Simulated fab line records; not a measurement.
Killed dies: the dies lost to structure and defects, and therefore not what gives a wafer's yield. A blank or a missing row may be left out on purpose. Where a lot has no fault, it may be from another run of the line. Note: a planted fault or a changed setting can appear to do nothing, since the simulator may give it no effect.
Which tool is to blame? | flow sky130 | 36 wafers from 12 lots sampled at 3 of the route's 708 steps

== WHAT THE GAUGES READ, wafer by wafer ==
SKY_LI_CONTACT_RS_MEAS_22: uses a four-point probe to measure. Usual: LI_CONTACT_W_RS 0.287 ohm/sq, standard deviation 0.0033.
lot  | measured     | on            | LI_CONTACT_W_RS (ohm/sq) | flag
L188 | day 29 15:01 | film metro-02 | 0.284 0.285 0.284        |
L189 | day 30 10:11 | film metro-01 | 0.283 0.289 0.281        |
L190 | day 30 18:14 | film metro-02 | 0.291 0.293 0.290        |
L192 | day 31 05:33 | film metro-03 | 0.292 0.287 0.282        |
L191 | day 31 06:51 | film metro-01 | 0.285 0.286 0.290        |
L193 | day 31 14:53 | film metro-01 | 0.279 0.284 0.284        |
L199 | day 33 13:58 | film metro-02 | 0.285 0.285 0.285        |
L201 | day 33 19:49 | film metro-02 | 0.287 0.287 0.291        |
L202 | day 34 07:13 | film metro-01 | 0.290 0.289 0.285        |
L207 | day 36 08:22 | film metro-01 | 0.291 0.288 0.288        |
L208 | day 36 09:05 | film metro-01 | 0.286 0.285 0.285        |
L209 | day 36 15:49 | film metro-03 | 0.294 0.289 0.287        |

SKY_LOCAL_INTERCONNECT_RS_MEAS_01: uses a four-point probe to measure. Usual: LOCAL_INTERCONNECT_TIN_RS 14.05 ohm/sq, standard deviation 0.19.
lot  | measured     | on            | LOCAL_INTERCONNECT_TIN_RS (ohm/sq) | flag
L188 | day 29 15:50 | film metro-02 | 13.85 13.93 14.10                  |
L189 | day 30 10:44 | film metro-02 | 14.26 14.44 14.16                  |
L190 | day 30 18:47 | film metro-01 | 14.03 14.27 14.18                  |
L192 | day 31 06:06 | film metro-01 | 14.16 14.16 14.21                  |
L191 | day 31 07:23 | film metro-01 | 14.34 14.18 14.21                  |
L193 | day 31 15:25 | film metro-04 | 13.83 13.67 14.04                  |
L199 | day 33 14:31 | film metro-02 | 13.82 13.79 13.73                  |
L201 | day 33 20:22 | film metro-01 | 13.98 14.37 14.42                  |
L202 | day 34 07:46 | film metro-02 | 14.04 14.03 14.03                  |
L207 | day 36 08:55 | film metro-02 | 13.82 14.08 13.79                  |
L208 | day 36 09:38 | film metro-02 | 14.12 13.83 14.21                  |
L209 | day 36 16:22 | film metro-02 | 14.19 14.60 14.14                  |

== TOOL THAT RAN EACH LOT (tool first, then ch and the chambers of the sampled wafers, then the start) ==
lot  | SKY_LI_CONTACT_SPUTTER_20
L188 | pvd sputter-03, day 29 14:49
L189 | pvd sputter-04, day 30 10:01
L190 | pvd sputter-04, day 30 18:04
L192 | pvd sputter-01, day 31 05:21
L191 | pvd sputter-04, day 31 06:37
L193 | pvd sputter-01, day 31 14:40
L199 | pvd sputter-01, day 33 13:43
L201 | pvd sputter-01, day 33 19:37
L202 | pvd sputter-01, day 34 07:02
L207 | pvd sputter-01, day 36 08:10
L208 | pvd sputter-01, day 36 08:55
L209 | pvd sputter-03, day 36 15:37
- SKY_LI_CONTACT_SPUTTER_20: material TiN, target thk 20 nm, time 80 s.

== WHAT THE TOOLS THEMSELVES READ (means of the sampled wafers that have a number; where no wafer has one, the mark that the record gives instead) ==
SKY_LI_CONTACT_SPUTTER_20. Usual: throttle valve pct 29.6 %, standard deviation 1.1.
lot  | tool           | throttle valve pct (%) | flag
L188 | pvd sputter-03 | 29.6                   |
L189 | pvd sputter-04 | 29.8                   |
L190 | pvd sputter-04 | 29.6                   |
L192 | pvd sputter-01 | 29.8                   |
L191 | pvd sputter-04 | 28.4                   |
L193 | pvd sputter-01 | 29.8                   |
L199 | pvd sputter-01 | 30.4                   |
L201 | pvd sputter-01 | 31.0                   |
L202 | pvd sputter-01 | 30.3                   |
L207 | pvd sputter-01 | 30.2                   |
L208 | pvd sputter-01 | 30.4                   |
L209 | pvd sputter-03 | 28.4                   |

== THE ANSWER, worked out from the rows above alone ==
Rule: lot off if the mean of its wafers having a number is beyond 3 standard deviations from the usual mean. Also off: a lot with no number at a reading for which 4 or more lots have one. The other lots that the step has rows for count as sound. The gauges are gone through in route order, then the tools' own readings, and for those a lot's mean is taken as printed above. At the first step where some lot is off, the reading lying furthest off is the one used; lots without a number count as furthest.
None of the lots is off at any reading shown; this tells nothing.

== WHAT THE SIMULATOR PUT IN ==
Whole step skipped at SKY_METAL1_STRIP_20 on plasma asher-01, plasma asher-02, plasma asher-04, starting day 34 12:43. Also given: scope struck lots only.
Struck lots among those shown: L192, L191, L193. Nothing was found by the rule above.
